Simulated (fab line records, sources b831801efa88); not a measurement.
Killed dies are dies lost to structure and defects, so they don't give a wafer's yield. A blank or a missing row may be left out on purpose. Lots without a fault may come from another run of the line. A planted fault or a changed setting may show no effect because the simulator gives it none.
Which tool did it? | flow sky130 | 10 lots, 30 wafers sampled, at 5 steps of a route of 708

WHAT THE GAUGES READ, wafer by wafer
SKY_POLY_CUT_CD_MEAS_08: target cd 270 nm.
lot  | measured     | on        | cd_nm (nm)
L421 | day 24 04:39 | cd_sem-01 | 268.9 271.4 269.5
L422 | day 24 12:37 | cd_sem-02 | 270.3 269.9 270.1
L423 | day 24 15:24 | cd_sem-02 | 267.3 267.9 267.6
L424 | day 25 02:03 | cd_sem-02 | 270.4 269.2 270.4
L425 | day 25 07:50 | cd_sem-02 | 266.7 266.6 268.1
L435 | day 29 23:13 | cd_sem-01 | 263.1 264.7 265.4
L437 | day 30 05:42 | cd_sem-02 | 268.3 269.6 268.5
L438 | day 30 07:13 | cd_sem-01 | 270.3 271.1 270.5
L439 | day 30 12:40 | cd_sem-02 | 271.0 270.2 269.7
L441 | day 30 21:48 | cd_sem-02 | 271.0 270.7 272.2

SKY_SD_P_TW_MEAS_11.
lot  | measured     | on            | SD_P_TW
L421 | day 25 10:43 | film_metro-04 | 2764 2754 2767
L422 | day 25 18:12 | film_metro-04 | 2767 2753 2767
L423 | day 25 20:50 | film_metro-01 | 2842 2836 2829
L424 | day 26 07:31 | film_metro-03 | 2839 2848 2849
L425 | day 26 13:37 | film_metro-04 | 2772 2783 2764
L435 | day 31 02:54 | film_metro-01 | 2825 2832 2833
L437 | day 31 09:41 | film_metro-04 | 2767 2756 2777
L438 | day 31 11:09 | film_metro-01 | 2841 2850 2855
L439 | day 31 16:07 | film_metro-03 | 2843 2837 2856
L441 | day 32 01:58 | film_metro-01 | 2833 2830 2850

SKY_RES_XHIGH_TW_MEAS_09.
lot  | measured     | on            | RES_XHIGH_TW
L421 | day 26 15:50 | film_metro-01 | 1648 1646 1652
L422 | day 26 22:53 | film_metro-04 | 1599 1613 1614
L423 | day 27 01:41 | film_metro-01 | 1643 1642 1636
L424 | day 27 12:31 | film_metro-04 | 1598 1600 1605
L425 | day 27 18:35 | film_metro-04 | 1607 1601 1606
L435 | day 32 06:39 | film_metro-04 | 1599 1592 1606
L437 | day 32 13:14 | film_metro-04 | 1602 1591 1605
L438 | day 32 14:36 | film_metro-03 | 1677 1669 1669
L439 | day 32 19:26 | film_metro-01 | 1648 1646 1648
L441 | day 33 05:05 | film_metro-04 | 1599 1597 1599

SKY_SD_N_RS_MEAS_18: measures by four-point-probe.
lot  | measured     | on            | RES_XHIGH_RS (ohm/sq)
L421 | day 27 22:31 | film_metro-03 | 333.0 332.6 332.7
L422 | day 28 04:13 | film_metro-01 | 333.7 333.9 333.8
L423 | day 28 07:14 | film_metro-04 | 333.2 334.2 334.5
L424 | day 28 17:38 | film_metro-01 | 335.9 335.3 335.0
L425 | day 29 00:08 | film_metro-03 | 332.0 333.3 333.1
L435 | day 33 09:44 | film_metro-04 | 334.5 333.4 335.2
L437 | day 33 16:34 | film_metro-01 | 332.6 333.6 332.8
L438 | day 33 18:16 | film_metro-03 | 332.0 332.8 332.4
L439 | day 33 22:09 | film_metro-03 | 333.4 334.5 334.7
L441 | day 34 08:49 | film_metro-03 | 335.0 335.0 334.4

WHICH TOOL RAN EACH LOT (tool, then ch and the chambers of the sampled wafers, then the start)
lot  | SKY_POLY_CUT_EXPOSE_05
L421 | krf_scanner-01 ch 0, day 23 13:34
L422 | krf_scanner-01 ch 0, day 23 22:04
L423 | krf_scanner-02 ch 0, day 24 00:23
L424 | krf_scanner-02 ch 0, day 24 11:03
L425 | krf_scanner-01 ch 0, day 24 17:27
L435 | krf_scanner-01 ch 0, day 29 09:17
L437 | krf_scanner-02 ch 0, day 29 15:32
L438 | krf_scanner-02 ch 0, day 29 17:40
L439 | krf_scanner-02 ch 0, day 29 23:16
L441 | krf_scanner-02 ch 0, day 30 08:08
- SKY_POLY_CUT_EXPOSE_05: exposes mask NPCM, target cd 270 nm.

WHAT THE TOOLS THEMSELVES READ (means of the sampled wafers that have a number; where no wafer has one, the mark that the record gives instead)
SKY_POLY_CUT_EXPOSE_05.
lot  | tool           | exposure_dose_mJ_cm2
L421 | krf_scanner-01 | 32.016
L422 | krf_scanner-01 | 31.981
L423 | krf_scanner-02 | 31.995
L424 | krf_scanner-02 | 32.001
L425 | krf_scanner-01 | 31.994
L435 | krf_scanner-01 | 32.192
L437 | krf_scanner-02 | 32.015
L438 | krf_scanner-02 | 31.988
L439 | krf_scanner-02 | 31.952
L441 | krf_scanner-02 | 32.003

THE ANSWER, worked out from the rows above alone
Rule: what is usual is taken from the lots themselves. Put in order of their means at a reading, lots are off if they are a third of the lots or fewer, leave a main group of 4 or more, and stand apart from it by a gap of 3 or more times the standard deviation of the main group's means; of several such gaps the widest counts. A main group whose means are all the same, to the digits that the tables above print for the reading, isn't used. A lot without any number at a reading at which 4 lots or more have one is off too. The other lots that the step has rows for count as sound. The gauges are gone through in route order, then the tools' own readings, and for those a lot's mean is taken as printed above. The first step at which some lot is off is used, and at that step the reading that is off furthest; a lot without a number counts as furthest.
Off: L435, at SKY_POLY_CUT_EXPOSE_05 (exposure_dose_mJ_cm2). The main group: mean 31.994, standard deviation 0.018.
A tool fits if, at that step or a process step before it, it ran every lot that is off, and no sound lot after the first of them. One fits: krf_scanner-01 at SKY_POLY_CUT_EXPOSE_05. Its last sound lot is L425 (day 24 17:27), its first lot that is off L435 (day 29 09:17): a fault that began between those two fits.
The tool's own readings at SKY_POLY_CUT_EXPOSE_05 bear it out: on the lots that are off they differ by more than 5 times the standard deviation of the sound lots' means. exposure_dose_mJ_cm2 reads 32.192 there against 31.994 on the sound lots.

WHAT THE SIMULATOR HAD PUT IN
Process parameter drift: krf_scanner-01, from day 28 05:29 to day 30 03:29, at SKY_POLY_CUT_EXPOSE_05. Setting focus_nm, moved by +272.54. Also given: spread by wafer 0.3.
Lots struck among those shown: L435. The rule above found the same.
